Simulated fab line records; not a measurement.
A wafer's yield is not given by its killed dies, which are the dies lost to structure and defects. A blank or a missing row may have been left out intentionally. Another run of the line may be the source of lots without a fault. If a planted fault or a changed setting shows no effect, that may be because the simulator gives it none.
8D (eight disciplines) problem report, filled in by code :: flow gf180mcu :: the parts of the form that need people (team, actions taken, sign-off) are left out

## 1. THE ISSUE
beam energy keV at GF_NSD_IMPLANT_10 reads a mean of 45.297 on 6 wafers of 2 lots; wafers without a fault read 39.999 with a standard deviation of 0.012. So: +99 or more standard deviations from the usual mean.
First observed at day 16 22:02: wafer L156.3, on implanter-02. The record holds 39 wafers of 13 lots with a number at this step. By rule, "out" or "out of limits" means more than 4 standard deviations away from the usual mean. The other wafers with a number count as sound.

## 2. WHAT IT IS AND WHAT IT IS NOT
question: which readings at this step
is: beam energy keV
is not: -

question: which lots
is: L156, L157
is not: L147, L149, L150, L151, L155, L163, L165, L166, L167, L168, L169

question: which wafers of those lots
is: all that have a number
is not: -

question: read on which tools
is: implanter-02
is not: implanter-03, implanter-04

question: when
is: from day 16 22:02
is not: up to then (15 sound wafers); but 18 sound wafers of L163, L165, L166, L167, L168, L169 came after

## 3. THE SUSPECTS, EACH WITH WHAT RULES IT OUT
Counting: a tool at any process step up to the reading remains a suspect when it ran all the lots that are out and ran no sound lot after the first of those.
- implanter-02 at GF_NSD_IMPLANT_10: ruled out as a lasting fault. The sound lots L165, L169 went through it after L156, its earliest lot that is out (day 16 22:02).
Left after counting: nothing in the record.

## 4. THE CAUSE (what the simulator had put in)
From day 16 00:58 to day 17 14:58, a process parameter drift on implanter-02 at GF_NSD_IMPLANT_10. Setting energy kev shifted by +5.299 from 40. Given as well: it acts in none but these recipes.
Counting ruled it out, wrongly.

## 5. THE EFFECT CHAIN, in route order
Each row: a reading where the mean over the struck wafers with a number is more than 3 standard deviations away from the usual. Readings are gone through only where the record gives a usual standard deviation; hours: the median, over the lots, of the time from a lot's start at the first step in this table giving one to that lot's start at this step; sigmas: the change measured in usual standard deviations.
hours: 0
step: GF_NSD_IMPLANT_10
reading: beam energy keV
usual: 39.999
on struck wafers: 45.297
change: +5.298
sigmas: +99 or more

hours: 0
step: GF_NSD_STRIP_11
reading: strip time to endpoint s
usual: 22.96 s
on struck wafers: 23.17
change: +0.21
sigmas: +6.0
Its process steps:
- GF_NSD_IMPLANT_10
- GF_NSD_STRIP_11: strips in O2/N2.
Later measuring or inspecting steps at which every struck wafer that the step has a row for has a number for every such reading, and none has moved that far: GF_NSD_TW_MEAS_12.

## 6. WHAT WOULD HAVE CAUGHT IT SOONER
First out-of-limits reading in this record: day 16 22:02, which is 21 hours after fault onset at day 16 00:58.
